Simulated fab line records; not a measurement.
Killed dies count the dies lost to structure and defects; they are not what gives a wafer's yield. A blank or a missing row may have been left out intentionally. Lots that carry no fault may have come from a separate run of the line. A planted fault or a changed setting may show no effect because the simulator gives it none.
fab line records + flow sky130
record:
- lots: 6
- wafers: 18
- last-day: 50
route steps=708 shown LDD_N@249 LDD_P@255 PAD_OPEN@708
lots untouched by any fault: they come from a run of this same line in which no faults occurred
start-h: hours from the record's opening day to when the first of the lot's shown wafers began + wait-h: hours since the lot's step before + " the same as in the row above + L1.1+2: one row covering several wafers at once + - value missing, or start not given + * or withheld: withheld + < > ~ a bound
route shown NAME@n: a module of which the file shows steps, and the number in the route of the first + usual: mean/standard deviation taken from wafers without a fault + same: alike in all rows + chamber/n: place in a boat + sites: the reading at each site + _std_site: the standard deviation of these + _edge_site: the outer-site mean with the inner-site mean subtracted + radius-mm: how far each site lies from the wafer's centre + mask NAME#n: copy n + behind: the tool/chamber that last shaped the wafer + hold: reason for holding the lot/hours on hold/outcome of the hold + device: names the non-switching transistor (n, p or np) + end of line: the tests these same wafers got at the end of their route + for a step that has no rows: nothing shown but its recipe + killed: dies that structure and defects cost at the first sort, which is not the same as the wafer's yield + map: a wafer's dies, x killed, . not, _ none there
set.NAME: setting as actually run; set.NAME@STEP: the setting as run at that earlier step + model.NAME: the simulator's own value behind a step, which no gauge read
certain route steps with their lots: each step a table, each wafer a row
services: when a tool's chamber went out of use (start-h, in hours from the record's first day, below 0 if earlier), for how many hours, and the reason
== steps ==
step: SKY_LDD_N_IMPLANT_12
recipe:
- species: BF2
- energy-kev: 50
- dose-cm2: 5e+12
- tilt-deg: 30
- rotation-deg: 0
step: SKY_LDD_N_IMPLANT_13
recipe:
- species: BF2
- energy-kev: 50
- dose-cm2: 5e+12
- tilt-deg: 30
- rotation-deg: 90
step: SKY_LDD_N_IMPLANT_14
recipe:
- species: BF2
- energy-kev: 50
- dose-cm2: 5e+12
- tilt-deg: 30
- rotation-deg: 180
step: SKY_LDD_N_IMPLANT_15
recipe:
- species: BF2
- energy-kev: 50
- dose-cm2: 5e+12
- tilt-deg: 30
- rotation-deg: 270
step: SKY_LDD_N_STRIP_16
recipe:
- chemistry: O2/N2
- power-w: 1400
- pressure-mtorr: 1500
- platen-temp-c: withheld
- o2-flow-sccm: 3000
- n2-flow-sccm: 300
- overash-fraction: 0.5
usual:
- drypump-motor-current-A: 5.7/0.43
- oes-product-au: 0.406/0.0045
- strip-time-to-endpoint-s: 4.321/0.016
| lot.wafer | tool            | chamber | start-h | wait-h | drypump-motor-current-A | oes-product-au | rf-hours-counter-h | strip-time-to-endpoint-s |
|-----------|-----------------|---------|---------|--------|-------------------------|----------------|--------------------|--------------------------|
| L217.4    | plasma-asher-01 | 0       | 412.82  | 0.1    | 5.7                     | 0.405          | -                  | 4.335                    |
| L217.5    | "               | 0       | "       | "      | 5.7                     | 0.412          | -                  | 4.318                    |
| L217.6    | "               | 1       | "       | "      | 6.1                     | 0.403          | -                  | 4.344                    |
| L220.2    | plasma-asher-02 | 0       | 460.40  | 0.1    | 6.2                     | 0.415          | 3                  | 4.300                    |
| L220.5    | "               | 1       | "       | "      | 5.4                     | 0.401          | -                  | 4.313                    |
| L220.6    | "               | 0       | "       | "      | 6.2                     | 0.400          | -                  | 4.311                    |
| L233.3    | plasma-asher-03 | 1       | 557.08  | 0.1    | 5.9                     | 0.416          | -                  | 4.299                    |
| L233.5    | "               | 0       | "       | "      | 5.0                     | 0.401          | -                  | 4.293                    |
| L233.6    | "               | 1       | "       | "      | 5.9                     | 0.404          | -                  | 4.301                    |
| L237.1    | plasma-asher-02 | 1       | 584.07  | 0.1    | 5.4                     | 0.403          | 15                 | 4.308                    |
| L237.4    | "               | 0       | "       | "      | 6.2                     | 0.399          | -                  | 4.272                    |
| L237.5    | "               | 0       | "       | "      | 6.2                     | 0.415          | -                  | 4.299                    |
| L238.2    | plasma-asher-02 | 0       | 592.29  | 0.1    | 6.3                     | 0.404          | 15                 | 4.336                    |
| L238.4    | "               | 1       | "       | "      | 5.5                     | 0.406          | -                  | 4.336                    |
| L238.6    | "               | 1       | "       | "      | 5.5                     | 0.411          | -                  | 4.359                    |
| L239.1    | plasma-asher-03 | 1       | 613.30  | 0.1    | 5.9                     | 0.403          | 76                 | 4.323                    |
| L239.4    | "               | 0       | "       | "      | 5.0                     | 0.409          | -                  | 4.325                    |
| L239.6    | "               | 0       | "       | "      | 5.0                     | 0.405          | -                  | 4.336                    |
step: SKY_LDD_N_TW_MEAS_17
usual:
- LDD_N_TW: 2579/13
| lot.wafer | tool          | chamber | start-h | wait-h | LDD_N_TW |
|-----------|---------------|---------|---------|--------|----------|
| L217.4    | film-metro-02 | -       | 412.92  | 0.1    | 2571     |
| L217.5    | "             | -       | "       | "      | 2554     |
| L217.6    | "             | -       | "       | "      | 2568     |
| L220.2    | film-metro-02 | -       | 460.51  | 0.1    | 2572     |
| L220.5    | "             | -       | "       | "      | 2558     |
| L220.6    | "             | -       | "       | "      | 2568     |
| L233.3    | film-metro-02 | -       | 557.17  | 0.1    | 2576     |
| L233.5    | "             | -       | "       | "      | 2577     |
| L233.6    | "             | -       | "       | "      | 2577     |
| L237.1    | film-metro-02 | -       | 584.17  | 0.1    | 2572     |
| L237.4    | "             | -       | "       | "      | 2575     |
| L237.5    | "             | -       | "       | "      | 2567     |
| L238.2    | film-metro-04 | -       | 592.40  | 0.1    | 2597     |
| L238.4    | "             | -       | "       | "      | 2608     |
| L238.6    | "             | -       | "       | "      | 2593     |
| L239.1    | film-metro-04 | -       | 613.40  | 0.1    | 2585     |
| L239.4    | "             | -       | "       | "      | 2602     |
| L239.6    | "             | -       | "       | "      | 2596     |
step: SKY_LDD_P_DEHYDRATE_00
recipe:
- temp-c: 200
- time-s: 60
step: SKY_LDD_P_HMDS_01
recipe:
- prime-time-s: 60
- prime-temp-c: 120
step: SKY_LDD_P_COAT_02
recipe:
- resist: NOVOLAK
- spin-rpm: 3000
- resist-thk-nm: 1140
step: SKY_LDD_P_SOFTBAKE_03
recipe:
- temp-c: 90
- time-s: 60
- resist: NOVOLAK
step: SKY_LDD_P_EXPOSE_04
recipe:
- mask-id: PSDM
- na: 0.6
- source-shape: conventional
- sigma-outer: 0.6
- polarization: unpolarized
- target-cd-nm: 380
- dose-mj: 138
step: SKY_LDD_P_PEB_05
recipe:
- temp-c: withheld
- time-s: *
- resist: NOVOLAK
step: SKY_LDD_P_DEVELOP_06
recipe:
- resist: NOVOLAK
- developer: TMAH
- develop-time-s: 60
- dev-temp-c: 23
usual:
- developer-temp-C: 22.97/0.1
| lot.wafer | tool           | chamber | start-h | wait-h | developer-temp-C |
|-----------|----------------|---------|---------|--------|------------------|
| L217.4    | litho-track-02 | 0       | 442.83  | 0.1    | 23.11            |
| L217.5    | "              | 0       | "       | "      | 23.15            |
| L217.6    | "              | 0       | "       | "      | 23.14            |
| L220.2    | litho-track-03 | 0       | 491.18  | 0.1    | 23.16            |
| L220.5    | "              | 0       | "       | "      | 23.13            |
| L220.6    | "              | 0       | "       | "      | 22.92            |
| L233.3    | litho-track-02 | 0       | 586.10  | 0.1    | 22.79            |
| L233.5    | "              | 0       | "       | "      | 23.06            |
| L233.6    | "              | 0       | "       | "      | 22.94            |
| L237.1    | litho-track-02 | 0       | 613.15  | 0.1    | 25.27            |
| L237.4    | "              | 0       | "       | "      | 25.26            |
| L237.5    | "              | 0       | "       | "      | 25.28            |
| L238.2    | litho-track-01 | 0       | 621.01  | 0.1    | 22.99            |
| L238.4    | "              | 0       | "       | "      | 23.04            |
| L238.6    | "              | 0       | "       | "      | 23.05            |
| L239.1    | litho-track-02 | 0       | 641.90  | 0.1    | 25.21            |
| L239.4    | "              | 0       | "       | "      | 25.28            |
| L239.6    | "              | 0       | "       | "      | 25.17            |
step: SKY_LDD_P_CD_MEAS_07
recipe:
- target-cd-nm: 380
usual:
- cd-nm: 381.1/1.9
| lot.wafer | tool      | chamber | start-h | wait-h | cd-nm |
|-----------|-----------|---------|---------|--------|-------|
| L217.4    | cd-sem-01 | -       | 442.96  | 0.1    | 382.6 |
| L217.5    | "         | -       | "       | "      | 382.7 |
| L217.6    | "         | -       | "       | "      | 380.6 |
| L220.2    | cd-sem-02 | -       | 491.33  | 0.1    | 377.4 |
| L220.5    | "         | -       | "       | "      | 379.7 |
| L220.6    | "         | -       | "       | "      | 378.8 |
| L233.3    | cd-sem-02 | -       | 586.24  | 0.1    | 379.0 |
| L233.5    | "         | -       | "       | "      | 381.3 |
| L233.6    | "         | -       | "       | "      | 380.5 |
| L237.1    | cd-sem-01 | -       | 613.30  | 0.1    | 373.7 |
| L237.4    | "         | -       | "       | "      | 372.4 |
| L237.5    | "         | -       | "       | "      | 373.1 |
| L238.2    | cd-sem-02 | -       | 621.15  | 0.1    | 380.6 |
| L238.4    | "         | -       | "       | "      | 379.9 |
| L238.6    | "         | -       | "       | "      | 378.7 |
| L239.1    | cd-sem-02 | -       | 642.05  | 0.1    | 372.0 |
| L239.4    | "         | -       | "       | "      | 372.7 |
| L239.6    | "         | -       | "       | "      | 372.7 |
step: SKY_LDD_P_OVL_MEAS_08
usual:
- LDD_P_OVL: -1.2/1.3
| lot.wafer | tool       | chamber | start-h | wait-h | LDD_P_OVL[nm] |
|-----------|------------|---------|---------|--------|---------------|
| L217.4    | overlay-01 | -       | 443.04  | 0.1    | -2.4          |
| L217.5    | "          | -       | "       | "      | -2.1          |
| L217.6    | "          | -       | "       | "      | -0.5          |
| L220.2    | overlay-01 | -       | 491.43  | 0.1    | 1.1           |
| L220.5    | "          | -       | "       | "      | 0.3           |
| L220.6    | "          | -       | "       | "      | -0.8          |
| L233.3    | overlay-01 | -       | 586.33  | 0.1    | -3.8          |
| L233.5    | "          | -       | "       | "      | -1.8          |
| L233.6    | "          | -       | "       | "      | -0.9          |
| L237.1    | overlay-01 | -       | 613.42  | 0.1    | -0.1          |
| L237.4    | "          | -       | "       | "      | -1.8          |
| L237.5    | "          | -       | "       | "      | -0.8          |
| L238.2    | overlay-01 | -       | 621.26  | 0.1    | -2.1          |
| L238.4    | "          | -       | "       | "      | -2.4          |
| L238.6    | "          | -       | "       | "      | -3.8          |
| L239.1    | overlay-02 | -       | 642.17  | 0.1    | 0.3           |
| L239.4    | "          | -       | "       | "      | -0.6          |
| L239.6    | "          | -       | "       | "      | 2.1           |
step: SKY_PAD_OPEN_PROBE_99
usual:
- killed_at_M0_to_M3: 43/6.8
- killed_at_M4_up: 3.2/1.8
- killed-at-contacts: 24/6.2
- killed-at-front-end: 15/4.7
- killed-at-other: 0.4/0.63
- killed-dies: 86/9.6
- killed-open: 47/6.9
- killed-short: 39/6.3
same:
- gross-dies: 492
- killed-at-back-side: 0
| lot.wafer | tool      | chamber | start-h | wait-h | killed_at_M0_to_M3 | killed_at_M4_up | killed-at-contacts | killed-at-front-end | killed-at-other | killed-dies | killed-open | killed-short |
|-----------|-----------|---------|---------|--------|--------------------|-----------------|--------------------|---------------------|-----------------|-------------|-------------|--------------|
| L217.4    | prober-02 | -       | 1080.63 | 0.2    | 36                 | 2               | 22                 | 14                  | 0               | 74          | 44          | 29           |
| L217.5    | prober-02 | -       | 1080.68 | 0.2    | 40                 | 0               | 31                 | 11                  | 0               | 82          | 47          | 35           |
| L217.6    | prober-02 | -       | 1080.73 | 0.2    | 47                 | 2               | 36                 | 13                  | 0               | 98          | 59          | 39           |
| L233.3    | prober-02 | -       | 1174.68 | 0.2    | 40                 | 2               | 23                 | 17                  | 1               | 83          | 39          | 44           |
| L233.5    | prober-02 | -       | 1174.78 | 0.2    | 47                 | 7               | 20                 | 17                  | 1               | 92          | 44          | 48           |
| L233.6    | prober-02 | -       | 1174.83 | 0.2    | 43                 | 2               | 27                 | 12                  | 0               | 84          | 42          | 42           |
| L237.1    | prober-02 | -       | 1185.01 | 0.1    | 42                 | 0               | 30                 | 11                  | 1               | 84          | 48          | 36           |
| L237.4    | prober-02 | -       | 1185.16 | 0.2    | 50                 | 4               | 20                 | 15                  | 0               | 89          | 44          | 44           |
| L237.5    | prober-02 | -       | 1185.21 | 0.2    | 45                 | 3               | 18                 | 16                  | 0               | 82          | 54          | 28           |
killed by level:class
L217.4 VIA1:geometric-particle:open=9 VIA3:geometric-particle:open=7 CONTACT:geometric-particle:open=7 VIA2:geometric-particle:open=7 CONTACT:geometric-particle:short=6 LI_CONTACT:geometric-particle:open=4 METAL2:geometric-particle:short=4 FIELD_ISO:geometric-particle:short=3
L217.5 CONTACT:geometric-particle:open=10 LI_CONTACT:geometric-particle:open=8 METAL1:geometric-particle:short=7 VIA3:geometric-particle:open=7 VIA2:geometric-particle:open=7 LOCAL_INTERCONNECT:geometric-particle:short=6 VIA1:geometric-particle:open=6 FIELD_ISO:geometric-particle:short=4
L217.6 CONTACT:geometric-particle:open=14 LI_CONTACT:geometric-particle:open=10 VIA1:geometric-particle:open=10 VIA2:geometric-particle:open=9 METAL3:geometric-particle:short=5 LOCAL_INTERCONNECT:geometric-particle:short=5 VIA1:geometric-particle:short=5 VIA3:geometric-particle:open=5
L233.3 CONTACT:geometric-particle:open=9 VIA1:geometric-particle:short=8 METAL1:geometric-particle:short=7 VIA1:geometric-particle:open=6 FIELD_ISO:geometric-particle:open=5 POLY_GATE:geometric-particle:short=4 LI_CONTACT:geometric-particle:open=4 LOCAL_INTERCONNECT:geometric-particle:short=4
L233.5 VIA1:geometric-particle:open=12 LI_CONTACT:geometric-particle:open=7 CONTACT:geometric-particle:open=6 METAL1:geometric-particle:short=6 VIA1:geometric-particle:short=6 VIA2:geometric-particle:open=6 METAL2:geometric-particle:short=5 VIA3:geometric-particle:short=5
L233.6 LI_CONTACT:geometric-particle:open=9 METAL2:geometric-particle:short=8 VIA1:geometric-particle:open=7 CONTACT:geometric-particle:short=5 CONTACT:geometric-particle:open=5 VIA1:geometric-particle:short=5 FIELD_ISO:geometric-particle:open=4 LOCAL_INTERCONNECT:geometric-particle:short=4
L237.1 CONTACT:geometric-particle:open=10 VIA1:geometric-particle:open=9 VIA3:geometric-particle:open=9 LI_CONTACT:geometric-particle:open=7 LOCAL_INTERCONNECT:geometric-particle:short=6 CONTACT:geometric-particle:short=5 METAL2:geometric-particle:short=5 FIELD_ISO:geometric-particle:short=4
L237.4 VIA3:geometric-particle:open=10 VIA1:geometric-particle:open=8 VIA2:geometric-particle:open=8 VIA3:geometric-particle:short=6 LI_CONTACT:geometric-particle:open=5 CONTACT:geometric-particle:short=5 CONTACT:geometric-particle:open=4 VIA1:geometric-particle:short=4
L237.5 VIA1:geometric-particle:open=11 CONTACT:geometric-particle:open=9 FIELD_ISO:geometric-particle:open=7 METAL2:geometric-particle:short=6 VIA3:geometric-particle:short=5 VIA3:geometric-particle:open=5 LI_CONTACT:geometric-particle:open=4 LOCAL_INTERCONNECT:geometric-particle:short=4
== services ==
| tool            | chamber | start-h | hours | kind       |
|-----------------|---------|---------|-------|------------|
| plasma-asher-03 | -       | 398.54  | 1.7   | repair     |
| plasma-asher-01 | -       | 411.08  | 1.6   | repair     |
| plasma-asher-02 | -       | 421.25  | 9.0   | pm         |
| plasma-asher-02 | 0       | 421.25  | 9.0   | vent-cycle |
| plasma-asher-02 | 1       | 421.25  | 9.0   | vent-cycle |
| plasma-asher-02 | 0       | 430.25  | -     | clean      |
| plasma-asher-02 | 1       | 430.25  | -     | clean      |
| plasma-asher-02 | -       | 445.92  | 0.6   | repair     |
| plasma-asher-02 | -       | 447.96  | 2.8   | pm         |
| plasma-asher-03 | -       | 496.29  | 5.1   | repair     |
| plasma-asher-02 | -       | 507.51  | 14.6  | pm         |
| plasma-asher-01 | -       | 527.95  | 4.3   | pm         |
| plasma-asher-03 | -       | 596.78  | 14.6  | pm         |
== key ==
first-sign:
- step: SKY_LDD_P_DEVELOP_06
- reading: developer-temp-C
- direction: up
- sigmas: 22
- usual: *
- struck: *
effect:
- step: SKY_LDD_P_CD_MEAS_07
- reading: cd-nm
- direction: down
- sigmas: 4.4
- usual: 381.1
- struck: 372.8
met-at SKY_LDD_P_DEVELOP_06
struck-wafers L237.1,L237.4,L237.5,L239.1,L239.4,L239.6
tester-left-out L237,L239
onset-between 586.10 613.15
fault:
- kind: process-parameter-drift
- tool: litho-track-02
- chamber: -
- onset-h: 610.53
- steps: SKY_LDD_P_DEVELOP_06
- channel: dev-temp-c
- offset: *
- shape: step
- end-h: 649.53
- acts-in: *
- stated: *
tester-left-out: of these lots the tester's yield and bins aren't shown, on N5 and GAA mostly nor the transistor test; their killed dies are dies lost to structure and defects alone, not to doping, threshold or leakage, so they don't give the yield
